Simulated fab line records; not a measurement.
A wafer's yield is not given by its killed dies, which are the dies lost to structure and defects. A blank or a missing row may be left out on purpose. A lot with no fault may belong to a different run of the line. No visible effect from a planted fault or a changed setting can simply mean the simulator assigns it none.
Lot-split experiment :: flow sky130 :: 23 wafers read from 5 lots, route of 708 steps

THE SPLIT
At SKY_VT_ADJUST_HVTR_COAT_02 (resist thk 1140 nm), the setting spin-rpm was moved away from the recipe's 3000 rpm on 4 of the 23 wafers read, by -4.1% to +2.8%. For the rest of the wafers, this setting stayed at what the recipe calls for.

Reading taken at the split's own step.

THE READING
NOVOLAK_of_VT_ADJUST_HVTR_COAT_02.thk-nm (the simulator's own value, which no gauge read), in nm, at SKY_VT_ADJUST_HVTR_COAT_02 (resist thk 1140 nm). No usual value for it is given in the file. Here, 19 wafers ran the recipe; their average is 1137 nm with a standard deviation of 2.7 nm.

wafer: L076.1
tool, chamber at the split: litho-track-04, 0
spin-rpm as run, rpm: 3000
against the recipe: recipe
NOVOLAK_of_VT_ADJUST_HVTR_COAT_02.thk-nm, nm: 1137
against lot-mates on the recipe: -

wafer: L076.2
tool, chamber at the split: litho-track-04, 0
spin-rpm as run, rpm: 3000
against the recipe: recipe
NOVOLAK_of_VT_ADJUST_HVTR_COAT_02.thk-nm, nm: 1140
against lot-mates on the recipe: -

wafer: L076.3
tool, chamber at the split: litho-track-04, 0
spin-rpm as run, rpm: 2876
against the recipe: -4.1%
NOVOLAK_of_VT_ADJUST_HVTR_COAT_02.thk-nm, nm: 1164
against lot-mates on the recipe: +25

wafer: L076.5
tool, chamber at the split: litho-track-04, 0
spin-rpm as run, rpm: 2876
against the recipe: -4.1%
NOVOLAK_of_VT_ADJUST_HVTR_COAT_02.thk-nm, nm: 1165
against lot-mates on the recipe: +26

wafer: L076.6
tool, chamber at the split: litho-track-04, 0
spin-rpm as run, rpm: 3000
against the recipe: recipe
NOVOLAK_of_VT_ADJUST_HVTR_COAT_02.thk-nm, nm: 1141
against lot-mates on the recipe: -

wafer: L078.1
tool, chamber at the split: litho-track-03, 0
spin-rpm as run, rpm: 3000
against the recipe: recipe
NOVOLAK_of_VT_ADJUST_HVTR_COAT_02.thk-nm, nm: 1137
against lot-mates on the recipe: -

wafer: L078.5
tool, chamber at the split: litho-track-03, 0
spin-rpm as run, rpm: 3000
against the recipe: recipe
NOVOLAK_of_VT_ADJUST_HVTR_COAT_02.thk-nm, nm: 1137
against lot-mates on the recipe: -

wafer: L078.3
tool, chamber at the split: litho-track-03, 0
spin-rpm as run, rpm: 3000
against the recipe: recipe
NOVOLAK_of_VT_ADJUST_HVTR_COAT_02.thk-nm, nm: 1135
against lot-mates on the recipe: -

wafer: L078.4
tool, chamber at the split: litho-track-03, 0
spin-rpm as run, rpm: 3000
against the recipe: recipe
NOVOLAK_of_VT_ADJUST_HVTR_COAT_02.thk-nm, nm: 1140
against lot-mates on the recipe: -

wafer: L078.6
tool, chamber at the split: litho-track-03, 0
spin-rpm as run, rpm: 3000
against the recipe: recipe
NOVOLAK_of_VT_ADJUST_HVTR_COAT_02.thk-nm, nm: 1131
against lot-mates on the recipe: -

wafer: L081.4
tool, chamber at the split: litho-track-03, 0
spin-rpm as run, rpm: 3000
against the recipe: recipe
NOVOLAK_of_VT_ADJUST_HVTR_COAT_02.thk-nm, nm: 1139
against lot-mates on the recipe: -

wafer: L081.5
tool, chamber at the split: litho-track-03, 0
spin-rpm as run, rpm: 3000
against the recipe: recipe
NOVOLAK_of_VT_ADJUST_HVTR_COAT_02.thk-nm, nm: 1133
against lot-mates on the recipe: -

wafer: L081.6
tool, chamber at the split: litho-track-03, 0
spin-rpm as run, rpm: 3000
against the recipe: recipe
NOVOLAK_of_VT_ADJUST_HVTR_COAT_02.thk-nm, nm: 1135
against lot-mates on the recipe: -

wafer: L083.1
tool, chamber at the split: litho-track-03, 0
spin-rpm as run, rpm: 3000
against the recipe: recipe
NOVOLAK_of_VT_ADJUST_HVTR_COAT_02.thk-nm, nm: 1140
against lot-mates on the recipe: -

wafer: L083.2
tool, chamber at the split: litho-track-03, 0
spin-rpm as run, rpm: 3000
against the recipe: recipe
NOVOLAK_of_VT_ADJUST_HVTR_COAT_02.thk-nm, nm: 1139
against lot-mates on the recipe: -

wafer: L083.3
tool, chamber at the split: litho-track-03, 0
spin-rpm as run, rpm: 3085
against the recipe: +2.8%
NOVOLAK_of_VT_ADJUST_HVTR_COAT_02.thk-nm, nm: 1123
against lot-mates on the recipe: -16

wafer: L083.4
tool, chamber at the split: litho-track-03, 0
spin-rpm as run, rpm: 3000
against the recipe: recipe
NOVOLAK_of_VT_ADJUST_HVTR_COAT_02.thk-nm, nm: 1137
against lot-mates on the recipe: -

wafer: L083.5
tool, chamber at the split: litho-track-03, 0
spin-rpm as run, rpm: 3085
against the recipe: +2.8%
NOVOLAK_of_VT_ADJUST_HVTR_COAT_02.thk-nm, nm: 1121
against lot-mates on the recipe: -18

wafer: L084.1
tool, chamber at the split: litho-track-04, 0
spin-rpm as run, rpm: 3000
against the recipe: recipe
NOVOLAK_of_VT_ADJUST_HVTR_COAT_02.thk-nm, nm: 1137
against lot-mates on the recipe: -

wafer: L084.2
tool, chamber at the split: litho-track-04, 0
spin-rpm as run, rpm: 3000
against the recipe: recipe
NOVOLAK_of_VT_ADJUST_HVTR_COAT_02.thk-nm, nm: 1138
against lot-mates on the recipe: -

wafer: L084.4
tool, chamber at the split: litho-track-04, 0
spin-rpm as run, rpm: 3000
against the recipe: recipe
NOVOLAK_of_VT_ADJUST_HVTR_COAT_02.thk-nm, nm: 1138
against lot-mates on the recipe: -

wafer: L084.3
tool, chamber at the split: litho-track-04, 0
spin-rpm as run, rpm: 3000
against the recipe: recipe
NOVOLAK_of_VT_ADJUST_HVTR_COAT_02.thk-nm, nm: 1134
against lot-mates on the recipe: -

wafer: L084.5
tool, chamber at the split: litho-track-04, 0
spin-rpm as run, rpm: 3000
against the recipe: recipe
NOVOLAK_of_VT_ADJUST_HVTR_COAT_02.thk-nm, nm: 1133
against lot-mates on the recipe: -

FIT RESULTS
A straight line over all 23 wafers: NOVOLAK_of_VT_ADJUST_HVTR_COAT_02.thk-nm changes by -6.2 nm for each +1% of spin-rpm; r = -0.96; the points scatter about the line by 2.7 nm.
The same after taking each lot's own level away (the mean of its wafers on the recipe; 23 wafers): -6.02 nm for each +1%; r = -0.97; scatter 2.2 nm.
According to that fit, moving spin-rpm by its largest amount changes the reading by 25 nm.
Across the lots, their own levels run from 1135.7 to 1139.3 nm, a range of 1.4 times the standard deviation given above.
Hence the lot-to-lot level has little effect on the slope; both slopes agree.
Check: with one of the wafers moved furthest among these (-4.1%) left out of the fit, the line predicts +25.1 nm for it against its lot-mates. It came out at +24.7 nm against them.

OTHER SPLITS APPLIED TO THESE WAFERS
Other splits were also applied to these wafers ahead of the reading. Each is held against what the fit with the lots' levels taken away leaves over:
other split on the same wafers: SKY_NWELL_COAT_05 resist-thk-nm
wafers away from the commonest value: 7
r with NOVOLAK_of_VT_ADJUST_HVTR_COAT_02.thk-nm (lot level and that fit taken away): +0.03

other split on the same wafers: SKY_NWELL_EXPOSE_07 dose-mj
wafers away from the commonest value: 7
r with NOVOLAK_of_VT_ADJUST_HVTR_COAT_02.thk-nm (lot level and that fit taken away): +0.22

other split on the same wafers: SKY_VT_ADJUST_HVTP_STRIP_10 pressure-mtorr
wafers away from the commonest value: 10
r with NOVOLAK_of_VT_ADJUST_HVTR_COAT_02.thk-nm (lot level and that fit taken away): +0.01

other split on the same wafers: SKY_VT_ADJUST_NCORE_COAT_02 resist-thk-nm
wafers away from the commonest value: 6
r with NOVOLAK_of_VT_ADJUST_HVTR_COAT_02.thk-nm (lot level and that fit taken away): -0.05

THE WHOLE CHAIN: every reading that the file lists as answering this split, in the file's order
step: SKY_VT_ADJUST_HVTR_COAT_02
what it does: resist thk 1140 nm
reading: NOVOLAK_of_VT_ADJUST_HVTR_COAT_02.thk-nm (the simulator's own value, which no gauge read)
change (the file's fit): -6.03 nm for each +1% of the setting
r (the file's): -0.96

step: SKY_VT_ADJUST_HVTR_STRIP_10
what it does: strips in O2/N2
reading: strip-time-to-endpoint-s
change (the file's fit): withheld for each +1% of the setting
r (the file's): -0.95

FILE'S OWN FIT
NOVOLAK_of_VT_ADJUST_HVTR_COAT_02.thk-nm changes by -6.03 nm for each +1% of spin-rpm, r = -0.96.
